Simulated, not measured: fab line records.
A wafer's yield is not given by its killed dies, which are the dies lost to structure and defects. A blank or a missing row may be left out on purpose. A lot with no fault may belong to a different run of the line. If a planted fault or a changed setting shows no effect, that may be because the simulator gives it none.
The tool behind it: which one? | flow gf180mcu | 14 lots with 42 wafers sampled at 3 steps, on a route of 602 steps

## WHAT EACH GAUGE READ, for each wafer
GF_STI_BOW_MEAS_00. Usual: for INCOMING_BOW the level is 1 um and the standard deviation is 5.9.
lot  | measured    | on           | INCOMING_BOW (um) | flag
L664 | day 1 10:00 | filmMetro-02 | 9 4 -6            | 
L667 | day 2 01:01 | filmMetro-03 | 2 3 8             | 
L673 | day 3 07:00 | filmMetro-04 | 3 1 6             | 
L674 | day 3 12:02 | filmMetro-02 | -3 -2 1           | 
L676 | day 3 22:00 | filmMetro-03 | 5 4 -10           | 
L678 | day 4 08:01 | filmMetro-04 | 1 1 8             | 
L679 | day 4 13:01 | filmMetro-04 | 0 0 3             | 
L680 | day 4 18:00 | filmMetro-04 | -3 -6 -9          | 
L682 | day 5 04:00 | filmMetro-03 | 3 8 6             | 
L683 | day 5 09:00 | filmMetro-03 | -3 6 0            | 
L684 | day 5 14:00 | filmMetro-02 | 6 7 3             | 
L685 | day 5 19:01 | filmMetro-04 | 8 11 5            | 
L686 | day 6 00:00 | filmMetro-02 | 0 -1 2            | 
L687 | day 6 05:02 | filmMetro-02 | 17 1 4            | 

GF_STI_THK_MEAS_30. Usual: for STI_OXIDATION_02_THK the level is 10.03 nm and the standard deviation is 0.16.
lot  | measured    | on           | STI_OXIDATION_02_THK (nm) | flag
L664 | day 2 06:04 | filmMetro-02 | 9.72 10.07 9.90           | 
L667 | day 2 21:19 | filmMetro-04 | 10.10 10.11 10.10         | 
L673 | day 4 14:22 | filmMetro-03 | 10.11 10.05 10.04         | 
L674 | day 4 21:31 | filmMetro-02 | 10.16 10.24 10.51         | 
L676 | day 5 03:04 | filmMetro-04 | 10.09 10.27 10.21         | 
L678 | day 5 06:55 | filmMetro-03 | 9.81 9.78 9.80            | 
L679 | day 5 17:01 | filmMetro-04 | 10.26 10.29 10.34         | 
L680 | day 5 17:09 | filmMetro-04 | 10.05 9.96 9.94           | 
L682 | day 6 03:49 | filmMetro-04 | 10.21 10.11 10.03         | 
L683 | day 6 07:40 | filmMetro-04 | 10.12 10.07 10.17         | 
L684 | day 6 12:32 | filmMetro-02 | 9.81 9.81 9.92            | 
L685 | day 6 19:43 | filmMetro-03 | 9.95 10.09 10.03          | 
L686 | day 7 00:33 | filmMetro-04 | 9.88 9.92 9.83            | 
L687 | day 7 04:29 | filmMetro-03 | 9.98 9.93 9.87            | 

## EACH LOT AND THE TOOL THAT RAN IT (in order: tool; ch and the chambers of the sampled wafers; start)
lot  | GF_STI_WET_ETCH_26
L664 | wetBench-01 ch 2, day 2 04:04
L667 | wetBench-02 ch 0, day 2 19:05
L673 | wetBench-02 ch 1, day 4 08:17
L674 | wetBench-03 ch 2, day 4 13:30
L676 | wetBench-03 ch 3, day 4 23:07
L678 | wetBench-01 ch 2, day 5 04:41
L679 | wetBench-02 ch 3, day 5 14:43
L680 | wetBench-03 ch 0, day 5 15:01
L682 | wetBench-01 ch 3, day 6 01:04
L683 | wetBench-03 ch 1, day 6 05:27
L684 | wetBench-03 ch 3, day 6 10:32
L685 | wetBench-01 ch 1, day 6 16:46
L686 | wetBench-03 ch 3, day 6 21:31
L687 | wetBench-02 ch 0, day 7 02:29
- GF_STI_WET_ETCH_26: etches SiO2 in dHF, target depth 94 nm, time 188 s.

## AS READ BY THE TOOLS THEMSELVES (means over the sampled wafers that have a number; for cases with no such wafer, the mark the record gives instead)
GF_STI_WET_ETCH_26. Usual: bathHeatDutyPct 6.0 %, standard deviation 0.58; runLengthS 218 s, standard deviation 3.8.
lot  | tool        | bathHeatDutyPct (%) | runLengthS (s) | flag
L664 | wetBench-01 | 6.6                 | 215            | 
L667 | wetBench-02 | 5.8                 | 221            | 
L673 | wetBench-02 | -                   | -              | OFF
L674 | wetBench-03 | -                   | -              | OFF
L676 | wetBench-03 | 5.3                 | 222            | 
L678 | wetBench-01 | 6.8                 | 220            | 
L679 | wetBench-02 | 6.2                 | 213            | 
L680 | wetBench-03 | 6.0                 | 219            | 
L682 | wetBench-01 | 6.1                 | 220            | 
L683 | wetBench-03 | 6.4                 | 221            | 
L684 | wetBench-03 | 5.8                 | 222            | 
L685 | wetBench-01 | 5.9                 | 214            | 
L686 | wetBench-03 | 6.0                 | 223            | 
L687 | wetBench-02 | 5.5                 | 213            | 

## THE ANSWER, worked out from the rows above alone
Rule: take the mean of a lot's wafers that have a number; if it is more than 3 standard deviations from the usual mean, the lot is off. A lot without any number at a reading at which 4 lots or more have one is off too. All remaining lots with rows at the step are treated as sound. The gauges are gone through in route order, then the tools' own readings, and for those a lot's mean is taken as printed above. At the first step where some lot is off, the reading lying furthest off is the one used; lots without a number count as furthest.
Off: L673, L674, at GF_STI_WET_ETCH_26 (bathHeatDutyPct). Without a number there: L673, L674.
If a tool, at that step or one of the process steps before it, ran each lot that is off and ran no sound lot following the first of them, it fits. Not one of the candidates tried fits.

## WHAT WAS PUT IN BY THE SIMULATOR
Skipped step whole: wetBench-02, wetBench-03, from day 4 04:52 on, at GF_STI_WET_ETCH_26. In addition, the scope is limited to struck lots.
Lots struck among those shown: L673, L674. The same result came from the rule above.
